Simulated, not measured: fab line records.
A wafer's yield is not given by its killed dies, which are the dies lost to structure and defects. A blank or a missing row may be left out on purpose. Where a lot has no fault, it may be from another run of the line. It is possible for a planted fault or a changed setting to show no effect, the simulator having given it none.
fab line records ; flow sky130
record: lots: 12; wafers: 36; last-day: 49
route steps=708 shown VT_ADJUST_LVTN@117 VT_ADJUST_HVTR@142 SONOS_ONO@172 PAD_OPEN@708
lots that met no fault: from a run of the same line without faults
start-h: hours from the record's first day to the start of the lot's first wafer shown ; wait-h: hours from the lot's prior step to this one ; " unchanged from the row above ; L1.1+2: a row that stands for several wafers ; - no value, or no start was given ; * or withheld: withheld ; < > ~ a bound
route shown NAME@n: a module of which the file shows steps, and the number in the route of the first ; usual: the fault-free wafers' mean and standard deviation ; same: alike in all rows ; chamber/n: place in a boat ; sites: each site's reading ; _std_site: standard deviation across them ; _edge_site: the outer-site mean with the inner-site mean subtracted ; radius-mm: how far each site lies from the wafer's centre ; mask NAME#n: copy n ; behind: the most recent tool/chamber to have shaped the wafer ; hold: why the lot went on hold/how many hours it stayed there/how the hold came to an end ; device: which transistor (n, p or np) failed to switch ; end of line: the tests these same wafers got at the end of their route ; a step without rows: its recipe alone ; killed: the dies lost at the first sort to structure and to defects; this is not the yield of the wafer ; map: the dies of a wafer, with x for killed, . for not killed, _ for no die there
set.NAME: the setting the step ran with; set.NAME@STEP: the setting that earlier step ran with ; model.NAME: the simulator's own value behind a step, which no gauge read
steps of the route over a sample of lots; a table a step, a row a wafer
services: the hour from which a tool's chamber was out of use, counted from the record's first day as start-h (under 0 if before that day), plus the number of hours and why
== steps ==
step: SKY_VT_ADJUST_LVTN_STRIP_20
recipe: chemistry: O2/N2; power-w: 1400; pressure-mtorr: 1500; platen-temp-c: withheld; o2-flow-sccm: 3000; n2-flow-sccm: 300; overash-fraction: 0.5
usual: drypump-motor-current-A: 5.8/0.44; oes-product-au: 0.716/0.0044; strip-time-to-endpoint-s: 14.18/0.047
lot.wafer;tool;chamber;start-h;wait-h;drypump-motor-current-A;oes-product-au;rf-hours-counter-h;strip-time-to-endpoint-s
L963.4;plasma-asher-02;1;159.48;0.1;5.7;0.713;-;14.18
L963.5;plasma-asher-02;0;159.48;0.1;6.3;0.710;-;14.21
L963.6;plasma-asher-02;1;159.48;0.1;5.7;0.711;-;14.17
L964.2;plasma-asher-02;1;169.75;0.1;5.6;0.713;37;14.18
L964.4;plasma-asher-02;0;169.75;0.1;6.3;0.713;-;14.19
L964.6;plasma-asher-02;1;169.75;0.1;5.7;0.718;-;14.19
L965.2;plasma-asher-02;1;172.50;0.1;5.6;0.723;37;14.11
L965.3;plasma-asher-02;1;172.50;0.1;5.7;0.718;-;14.08
L965.4;plasma-asher-02;0;172.50;0.1;6.4;0.714;-;14.11
L966.1;plasma-asher-01;1;178.30;0.1;5.8;0.713;7;14.21
L966.2;plasma-asher-01;0;178.30;0.1;4.9;0.721;7;14.24
L966.6;plasma-asher-01;1;178.30;0.1;5.8;0.718;-;14.22
L968.1;plasma-asher-01;1;202.31;0.1;5.7;0.710;9;14.25
L968.3;plasma-asher-01;0;202.31;0.1;5.0;0.722;-;14.20
L968.4;plasma-asher-01;1;202.31;0.1;5.8;0.718;-;14.20
L971.1;plasma-asher-02;0;216.65;0.1;6.4;0.724;42;14.21
L971.3;plasma-asher-02;0;216.65;0.1;6.3;0.715;-;14.22
L971.6;plasma-asher-02;1;216.65;0.1;5.7;0.719;-;14.24
L972.1;plasma-asher-04;1;224.60;0.1;5.8;0.711;52;14.15
L972.3;plasma-asher-04;0;224.60;0.1;6.0;0.713;-;14.13
L972.6;plasma-asher-04;1;224.60;0.1;5.8;0.712;-;14.13
L973.1;plasma-asher-01;0;231.30;0.1;5.0;0.728;12;14.15
L973.5;plasma-asher-01;0;231.30;0.1;4.9;0.715;-;14.16
L973.6;plasma-asher-01;1;231.30;0.1;5.7;0.716;-;14.23
L974.2;plasma-asher-02;0;234.46;0.1;6.3;0.713;44;14.21
L974.3;plasma-asher-02;1;234.46;0.1;5.6;0.713;-;14.23
L974.5;plasma-asher-02;1;234.46;0.1;5.6;0.716;-;14.19
L976.4;plasma-asher-02;1;257.35;0.1;5.7;0.711;-;14.22
L976.5;plasma-asher-02;0;257.35;0.1;6.4;0.714;-;14.25
L976.6;plasma-asher-02;1;257.35;0.1;5.7;0.709;-;14.21
L979.1;plasma-asher-02;0;271.75;0.1;6.4;0.717;48;14.18
L979.3;plasma-asher-02;1;271.75;0.1;5.7;0.711;-;14.16
L979.6;plasma-asher-02;0;271.75;0.1;6.4;0.720;-;14.14
L980.2;plasma-asher-01;0;278.50;0.1;5.0;0.720;17;14.15
L980.4;plasma-asher-01;0;278.50;0.1;5.0;0.722;-;14.15
L980.6;plasma-asher-01;1;278.50;0.1;5.8;0.715;-;14.14
step: SKY_VT_ADJUST_HVTR_TW_MEAS_11
usual: VT_ADJUST_HVTR_TW: 208.5/2.5
lot.wafer;tool;chamber;start-h;wait-h;VT_ADJUST_HVTR_TW
L963.4;film-metro-03;-;199.56;0.1;210.5
L963.5;film-metro-03;-;199.56;0.1;210.3
L963.6;film-metro-03;-;199.56;0.1;210.8
L964.2;film-metro-04;-;211.71;0.1;213.4
L964.4;film-metro-04;-;211.71;0.1;212.6
L964.6;film-metro-04;-;211.71;0.1;213.1
L965.2;film-metro-01;-;215.15;0.1;207.2
L965.3;film-metro-01;-;215.15;0.1;206.8
L965.4;film-metro-01;-;215.15;0.1;206.0
L966.1;film-metro-04;-;221.64;0.1;210.5
L966.2;film-metro-04;-;221.64;0.1;212.3
L966.6;film-metro-04;-;221.64;0.1;211.9
L968.1;film-metro-03;-;247.35;0.1;209.4
L968.3;film-metro-03;-;247.35;0.1;209.4
L968.4;film-metro-03;-;247.35;0.1;207.9
L971.1;film-metro-03;-;262.32;0.1;209.9
L971.3;film-metro-03;-;262.32;0.1;209.5
L971.6;film-metro-03;-;262.32;0.1;209.0
L972.1;film-metro-01;-;272.17;0.1;206.8
L972.3;film-metro-01;-;272.17;0.1;205.9
L972.6;film-metro-01;-;272.17;0.1;205.9
L973.1;film-metro-04;-;279.08;0.1;212.5
L973.5;film-metro-04;-;279.08;0.1;212.0
L973.6;film-metro-04;-;279.08;0.1;212.2
L974.2;film-metro-04;-;281.79;0.1;212.5
L974.3;film-metro-04;-;281.79;0.1;211.4
L974.5;film-metro-04;-;281.79;0.1;211.9
L976.4;film-metro-01;-;307.72;0.1;207.3
L976.5;film-metro-01;-;307.72;0.1;206.6
L976.6;film-metro-01;-;307.72;0.1;207.3
L979.1;film-metro-01;-;323.62;0.1;206.1
L979.3;film-metro-01;-;323.62;0.1;205.8
L979.6;film-metro-01;-;323.62;0.1;205.1
L980.2;film-metro-03;-;330.89;0.1;209.5
L980.4;film-metro-03;-;330.89;0.1;209.0
L980.6;film-metro-03;-;330.89;0.1;207.6
step: SKY_SONOS_ONO_CVD_04
recipe: material: SiO2; precursor: SiH4/N2O; target-thk-nm: 5.7199; temp-c: 900; pressure-mtorr: 400
usual: pressure-mtorr: 399.9/0.78; spike-tc-bottom-C: 915.7/0.95; spike-tc-centre-C: 900.3/1.2; spike-tc-lower-C: 899.6/1.1; spike-tc-top-C: 909.4/1.3; spike-tc-upper-C: 900.2/1.1; zone-power-centre-pct: 19.02/0.21
same: time-s: 900
lot.wafer;tool;chamber;start-h;wait-h;pressure-mtorr;spike-tc-bottom-C;spike-tc-centre-C;spike-tc-lower-C;spike-tc-top-C;spike-tc-upper-C;zone-power-centre-pct
L963.4;lpcvd-03;1;250.24;0.0;399.2;913.4;901.3;901.3;912.7;899.2;19.06
L963.5;lpcvd-03;1;250.24;0.0;400.4;913.7;898.8;897.8;909.1;897.9;19.25
L963.6;lpcvd-03;1;250.24;0.0;399.2;916.3;898.9;898.9;911.6;899.9;18.69
L964.2;lpcvd-03;1;261.37;0.0;398.6;916.6;900.4;898.1;910.8;900.3;19.16
L964.4;lpcvd-03;1;261.37;0.0;399.9;914.3;898.7;899.1;909.6;899.2;18.95
L964.6;lpcvd-03;1;261.37;0.0;398.6;915.8;899.9;898.0;911.4;899.6;18.51
L965.2;lpcvd-03;1;265.68;0.0;400.8;916.2;900.0;900.5;908.3;900.3;18.91
L965.3;lpcvd-03;1;265.68;0.0;400.7;914.7;899.3;900.7;910.1;899.2;19.23
L965.4;lpcvd-03;1;265.68;0.0;400.7;915.4;897.6;898.4;912.3;899.4;19.15
L966.1;lpcvd-03;1;272.89;0.1;400.3;914.7;899.2;900.8;910.1;899.3;18.96
L966.2;lpcvd-03;1;272.89;0.1;399.6;915.3;900.6;897.0;910.1;900.0;18.68
L966.6;lpcvd-03;1;272.89;0.1;400.3;915.8;901.2;899.0;909.9;899.7;19.07
L968.1;lpcvd-03;1;301.20;1.5;401.4;915.2;897.3;898.7;909.3;898.6;18.95
L968.3;lpcvd-03;1;301.20;1.5;399.3;914.9;899.5;898.3;909.9;898.7;19.12
L968.4;lpcvd-03;1;301.20;1.5;400.5;917.0;898.3;899.0;910.9;901.4;18.86
L971.1;lpcvd-03;1;316.54;0.2;397.9;915.5;899.4;897.4;910.6;899.2;18.81
L971.3;lpcvd-03;1;316.54;0.2;398.4;913.7;900.8;898.3;910.6;899.5;19.17
L971.6;lpcvd-03;1;316.54;0.2;399.6;917.3;900.1;898.9;910.7;901.1;19.35
L972.1;lpcvd-03;0;326.44;0.1;398.9;915.7;902.2;901.2;906.9;900.3;19.22
L972.3;lpcvd-03;0;326.44;0.1;399.0;916.5;900.4;898.8;908.6;900.0;18.81
L972.6;lpcvd-03;0;326.44;0.1;397.8;915.4;901.7;900.8;908.3;900.4;19.13
L973.1;lpcvd-03;1;338.04;0.1;399.5;918.1;899.4;898.7;908.6;899.2;18.78
L973.5;lpcvd-03;1;338.04;0.1;399.7;914.9;900.1;899.1;909.7;900.7;19.00
L973.6;lpcvd-03;1;338.04;0.1;400.3;915.3;900.3;898.6;909.7;897.8;19.08
L974.2;lpcvd-03;0;338.04;0.0;400.8;915.6;901.2;899.5;909.0;902.2;18.86
L974.3;lpcvd-03;0;338.04;0.0;399.7;916.5;901.6;898.0;908.4;902.2;19.21
L974.5;lpcvd-03;0;338.04;0.0;400.6;916.6;899.9;899.9;908.6;899.4;19.24
L976.4;lpcvd-03;1;366.64;0.0;401.2;916.3;900.5;897.3;910.0;900.2;18.89
L976.5;lpcvd-03;1;366.64;0.0;401.2;917.7;898.5;899.2;912.0;900.0;19.32
L976.6;lpcvd-03;1;366.64;0.0;401.1;916.0;898.8;898.8;908.3;900.1;19.00
L979.1;lpcvd-03;0;381.80;0.1;399.4;908.9;894.5;893.6;902.0;893.8;19.17
L979.3;lpcvd-03;0;381.80;0.1;399.2;909.8;895.1;892.1;902.4;894.8;18.64
L979.6;lpcvd-03;0;381.80;0.1;399.5;909.0;894.4;894.5;902.4;894.0;18.77
L980.2;lpcvd-03;0;389.72;0.0;400.9;910.7;893.8;894.7;900.3;893.7;18.85
L980.4;lpcvd-03;0;389.72;0.0;399.7;907.6;892.8;895.3;901.5;893.0;18.81
L980.6;lpcvd-03;0;389.72;0.0;400.1;910.2;893.7;893.0;901.3;894.9;18.93
step: SKY_SONOS_ONO_THK_MEAS_05
recipe: reads: SiO2_of_SONOS_ONO_CVD_04
usual: SONOS_ONO_CVD_04_THK: 5.61/0.1
lot.wafer;tool;chamber;start-h;wait-h;SONOS_ONO_CVD_04_THK[nm]
L963.4;film-metro-03;-;251.52;0.0;5.77
L963.5;film-metro-03;-;251.52;0.0;5.92
L963.6;film-metro-03;-;251.52;0.0;5.80
L964.2;film-metro-03;-;262.63;0.0;5.62
L964.4;film-metro-03;-;262.63;0.0;5.65
L964.6;film-metro-03;-;262.63;0.0;5.54
L965.2;film-metro-02;-;266.94;0.0;5.49
L965.3;film-metro-02;-;266.94;0.0;5.64
L965.4;film-metro-02;-;266.94;0.0;5.54
L966.1;film-metro-04;-;274.14;0.0;5.66
L966.2;film-metro-04;-;274.14;0.0;5.66
L966.6;film-metro-04;-;274.14;0.0;5.65
L968.1;film-metro-04;-;302.45;0.0;5.65
L968.3;film-metro-04;-;302.45;0.0;5.71
L968.4;film-metro-04;-;302.45;0.0;5.73
L971.1;film-metro-03;-;317.79;0.0;5.61
L971.3;film-metro-03;-;317.79;0.0;5.61
L971.6;film-metro-03;-;317.79;0.0;5.59
L972.1;film-metro-04;-;327.69;0.0;5.56
L972.3;film-metro-04;-;327.69;0.0;5.53
L972.6;film-metro-04;-;327.69;0.0;5.48
L973.1;film-metro-04;-;339.29;0.0;5.71
L973.5;film-metro-04;-;339.29;0.0;5.78
L973.6;film-metro-04;-;339.29;0.0;5.65
L974.2;film-metro-02;-;339.30;0.0;5.67
L974.3;film-metro-02;-;339.30;0.0;5.58
L974.5;film-metro-02;-;339.30;0.0;5.82
L976.4;film-metro-02;-;367.92;0.0;5.66
L976.5;film-metro-02;-;367.92;0.0;5.49
L976.6;film-metro-02;-;367.92;0.0;5.58
L979.1;film-metro-02;-;383.05;0.0;4.86
L979.3;film-metro-02;-;383.05;0.0;4.97
L979.6;film-metro-02;-;383.05;0.0;4.92
L980.2;film-metro-02;-;390.98;0.0;5.14
L980.4;film-metro-02;-;390.98;0.0;5.13
L980.6;film-metro-02;-;390.98;0.0;5.02
step: SKY_SONOS_ONO_CD_MEAS_13
recipe: target-cd-nm: 410
usual: cd-nm: 410.3/2.1
lot.wafer;tool;chamber;start-h;wait-h;cd-nm
L963.4;cd-sem-02;-;275.20;0.1;411.9
L963.5;cd-sem-02;-;275.20;0.1;407.6
L963.6;cd-sem-02;-;275.20;0.1;408.8
L964.2;cd-sem-01;-;287.45;0.1;411.5
L964.4;cd-sem-01;-;287.45;0.1;411.7
L964.6;cd-sem-01;-;287.45;0.1;411.2
L965.2;cd-sem-01;-;291.81;0.1;408.7
L965.3;cd-sem-01;-;291.81;0.1;408.2
L965.4;cd-sem-01;-;291.81;0.1;409.7
L966.1;cd-sem-01;-;299.83;0.1;407.8
L966.2;cd-sem-01;-;299.83;0.1;408.4
L966.6;cd-sem-01;-;299.83;0.1;408.7
L968.1;cd-sem-02;-;328.51;0.1;408.8
L968.3;cd-sem-02;-;328.51;0.1;407.8
L968.4;cd-sem-02;-;328.51;0.1;411.0
L971.1;cd-sem-02;-;343.79;0.1;407.1
L971.3;cd-sem-02;-;343.79;0.1;408.6
L971.6;cd-sem-02;-;343.79;0.1;404.3
L972.1;cd-sem-02;-;354.78;0.1;410.9
L972.3;cd-sem-02;-;354.78;0.1;409.7
L972.6;cd-sem-02;-;354.78;0.1;412.3
L973.1;cd-sem-02;-;366.09;0.1;410.6
L973.5;cd-sem-02;-;366.09;0.1;409.7
L973.6;cd-sem-02;-;366.09;0.1;410.0
L974.2;cd-sem-02;-;366.58;0.1;410.4
L974.3;cd-sem-02;-;366.58;0.1;411.5
L974.5;cd-sem-02;-;366.58;0.1;411.7
L976.4;cd-sem-01;-;396.35;0.1;411.4
L976.5;cd-sem-01;-;396.35;0.1;412.3
L976.6;cd-sem-01;-;396.35;0.1;414.1
L979.1;cd-sem-01;-;411.81;0.1;408.6
L979.3;cd-sem-01;-;411.81;0.1;407.6
L979.6;cd-sem-01;-;411.81;0.1;408.0
L980.2;cd-sem-01;-;420.13;0.1;408.0
L980.4;cd-sem-01;-;420.13;0.1;411.1
L980.6;cd-sem-01;-;420.13;0.1;407.8
step: SKY_PAD_OPEN_PROBE_99
usual: killed_at_M0_to_M3: 43/7.3; killed_at_M4_up: 3.0/2; killed-at-contacts: 24/5.2; killed-at-front-end: 15/4.4; killed-at-other: 0.2/0.48; killed-dies: 86/9.1; killed-open: 47/7.3; killed-short: 38/6.4
same: gross-dies: 492; killed-at-back-side: 0
lot.wafer;tool;chamber;start-h;wait-h;killed_at_M0_to_M3;killed_at_M4_up;killed-at-contacts;killed-at-front-end;killed-at-other;killed-dies;killed-open;killed-short
L966.1;prober-02;-;1090.54;0.1;44;3;33;9;0;89;48;41
L966.2;prober-02;-;1090.59;0.1;38;5;26;16;0;85;49;36
L966.6;prober-02;-;1090.79;0.2;55;6;30;16;0;107;60;47
L971.1;prober-01;-;1123.57;0.1;46;1;26;16;1;90;50;40
L971.3;prober-01;-;1123.67;0.2;42;1;20;18;0;81;41;39
L971.6;prober-01;-;1123.82;0.2;46;2;25;21;0;94;45;49
L972.1;prober-02;-;1135.22;0.1;40;1;22;13;0;76;37;39
L972.3;prober-02;-;1135.32;0.2;42;3;21;21;0;87;45;42
L972.6;prober-02;-;1135.47;0.2;40;4;28;8;0;80;40;40
L979.1;prober-01;-;1166.04;0.1;51;4;26;14;0;95;53;42
L979.3;prober-01;-;1166.14;0.2;44;2;21;12;0;79;41;38
L979.6;prober-01;-;1166.29;0.2;44;0;19;24;1;88;52;36
L980.2;prober-02;-;1171.51;0.1;48;2;19;8;0;77;50;27
L980.4;prober-02;-;1171.61;0.2;56;1;20;11;0;88;56;32
L980.6;prober-02;-;1171.71;0.2;37;2;23;13;1;76;37;39
killed by level:class
L966.1 CONTACT:geometric-particle:open=13 VIA2:geometric-particle:open=8 METAL1:geometric-particle:short=7 VIA1:geometric-particle:open=7 CONTACT:geometric-particle:short=6 LI_CONTACT:geometric-particle:open=5 LOCAL_INTERCONNECT:geometric-particle:short=5 FIELD_ISO:geometric-particle:open=4
L966.2 CONTACT:geometric-particle:open=11 VIA1:geometric-particle:open=11 METAL1:geometric-particle:short=10 CONTACT:geometric-particle:short=7 VIA3:geometric-particle:open=5 FIELD_ISO:geometric-particle:open=4 POLY_GATE:geometric-particle:open=4 LI_CONTACT:geometric-particle:open=4
L966.6 VIA1:geometric-particle:open=15 CONTACT:geometric-particle:open=14 VIA2:geometric-particle:open=9 METAL1:geometric-particle:short=6 FIELD_ISO:geometric-particle:short=5 LI_CONTACT:geometric-particle:open=5 CONTACT:geometric-particle:short=5 VIA1:geometric-particle:short=5
L971.1 VIA1:geometric-particle:open=14 CONTACT:geometric-particle:open=8 CONTACT:geometric-particle:short=7 VIA2:geometric-particle:short=7 LI_CONTACT:geometric-particle:open=6 VIA3:geometric-particle:open=6 VIA2:geometric-particle:open=5 FIELD_ISO:geometric-particle:short=4
L971.3 METAL2:geometric-particle:short=11 VIA1:geometric-particle:open=9 CONTACT:geometric-particle:open=8 FIELD_ISO:geometric-particle:open=6 FIELD_ISO:geometric-particle:short=5 VIA2:geometric-particle:open=5 LOCAL_INTERCONNECT:geometric-particle:short=4 VIA3:geometric-particle:short=4
L971.6 CONTACT:geometric-particle:open=13 VIA1:geometric-particle:open=8 VIA1:geometric-particle:short=8 VIA2:geometric-particle:short=6 VIA3:geometric-particle:open=6 FIELD_ISO:geometric-particle:short=5 POLY_GATE:geometric-particle:short=5 METAL1:geometric-particle:short=5
L972.1 CONTACT:geometric-particle:open=10 VIA1:geometric-particle:short=9 VIA3:geometric-particle:open=8 VIA1:geometric-particle:open=7 VIA2:geometric-particle:open=5 FIELD_ISO:geometric-particle:short=4 CONTACT:geometric-particle:short=4 LOCAL_INTERCONNECT:geometric-particle:short=3
L972.3 VIA1:geometric-particle:open=8 VIA2:geometric-particle:open=8 LI_CONTACT:geometric-particle:open=7 METAL1:geometric-particle:short=7 CONTACT:geometric-particle:open=6 FIELD_ISO:geometric-particle:open=5 METAL2:geometric-particle:short=5 SPACER:geometric-particle:open=5
L972.6 VIA1:geometric-particle:open=9 CONTACT:geometric-particle:short=7 CONTACT:geometric-particle:open=7 LI_CONTACT:geometric-particle:open=6 LOCAL_INTERCONNECT:geometric-particle:short=6 VIA3:geometric-particle:open=6 VIA1:geometric-particle:short=5 METAL2:geometric-particle:short=3
L979.1 VIA1:geometric-particle:open=10 METAL2:geometric-particle:short=8 LI_CONTACT:geometric-particle:open=8 VIA1:geometric-particle:short=7 VIA2:geometric-particle:open=7 CONTACT:geometric-particle:open=7 LOCAL_INTERCONNECT:geometric-particle:short=6 FIELD_ISO:geometric-particle:open=5
L979.3 VIA1:geometric-particle:open=11 VIA2:geometric-particle:open=7 LI_CONTACT:geometric-particle:open=6 LOCAL_INTERCONNECT:geometric-particle:short=6 FIELD_ISO:geometric-particle:short=5 CONTACT:geometric-particle:open=5 METAL2:geometric-particle:short=5 VIA2:geometric-particle:short=5
L979.6 VIA1:geometric-particle:open=12 FIELD_ISO:geometric-particle:open=9 CONTACT:geometric-particle:open=9 VIA2:geometric-particle:open=7 METAL2:geometric-particle:short=6 VIA1:geometric-particle:short=5 LI_CONTACT:geometric-particle:open=5 FIELD_ISO:geometric-particle:short=3
L980.2 VIA2:geometric-particle:open=11 LI_CONTACT:geometric-particle:open=8 CONTACT:geometric-particle:open=8 VIA1:geometric-particle:open=8 VIA3:geometric-particle:open=7 VIA1:geometric-particle:short=5 METAL1:geometric-particle:short=4 FIELD_ISO:geometric-particle:open=3
L980.4 VIA1:geometric-particle:open=15 LI_CONTACT:geometric-particle:open=10 VIA3:geometric-particle:open=7 METAL2:geometric-particle:short=6 VIA2:geometric-particle:open=6 POLY_GATE:geometric-particle:open=5 CONTACT:geometric-particle:open=5 VIA1:geometric-particle:short=5
L980.6 CONTACT:geometric-particle:open=8 VIA1:geometric-particle:open=8 METAL2:geometric-particle:short=8 FIELD_ISO:geometric-particle:short=5 LI_CONTACT:geometric-particle:open=5 LOCAL_INTERCONNECT:geometric-particle:short=5 VIA1:geometric-particle:short=5 VIA2:geometric-particle:open=3
== services ==
tool;chamber;start-h;hours;kind
plasma-asher-04;-;151.21;10.0;pm
plasma-asher-04;-;166.19;9.6;repair
lpcvd-03;-;194.76;6.0;pm
plasma-asher-04;-;257.61;9.2;repair
lpcvd-03;-;299.30;1.9;repair
lpcvd-03;-;363.08;1.3;repair
== key ==
first-sign: step: SKY_SONOS_ONO_CVD_04; reading: spike-tc-bottom-C; direction: down; sigmas: 6.7; usual: 915.7; struck: 909.4
effect: step: SKY_SONOS_ONO_CVD_04; reading: spike-tc-top-C; direction: down; sigmas: 6.1; usual: 909.4; struck: 901.6
effect: step: SKY_SONOS_ONO_THK_MEAS_05; reading: SONOS_ONO_CVD_04_THK; direction: down; sigmas: 5.9; usual: 5.61; struck: 5.01
met-at SKY_SONOS_ONO_CVD_04
struck-lots L979,L980
struck-wafers L979.1,L979.3,L979.6,L980.2,L980.4,L980.6
tester-left-out L979,L980
not-acting-at SKY_VT_ADJUST_LVTN_STRIP_20,SKY_VT_ADJUST_HVTR_TW_MEAS_11,SKY_SONOS_ONO_CD_MEAS_13
onset-between 338.04 381.80
fault: kind: process-parameter-drift; tool: lpcvd-03; chamber: 0; onset-h: 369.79; steps: SKY_SONOS_ONO_CVD_04; channel: temp-c; offset: *; shape: step; end-h: 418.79; stated: *
tester-left-out: of these lots the tester's yield and bins aren't shown, on N5 and GAA mostly nor the transistor test; their killed dies are dies lost to structure and defects alone, not to doping, threshold or leakage, so they don't give the yield
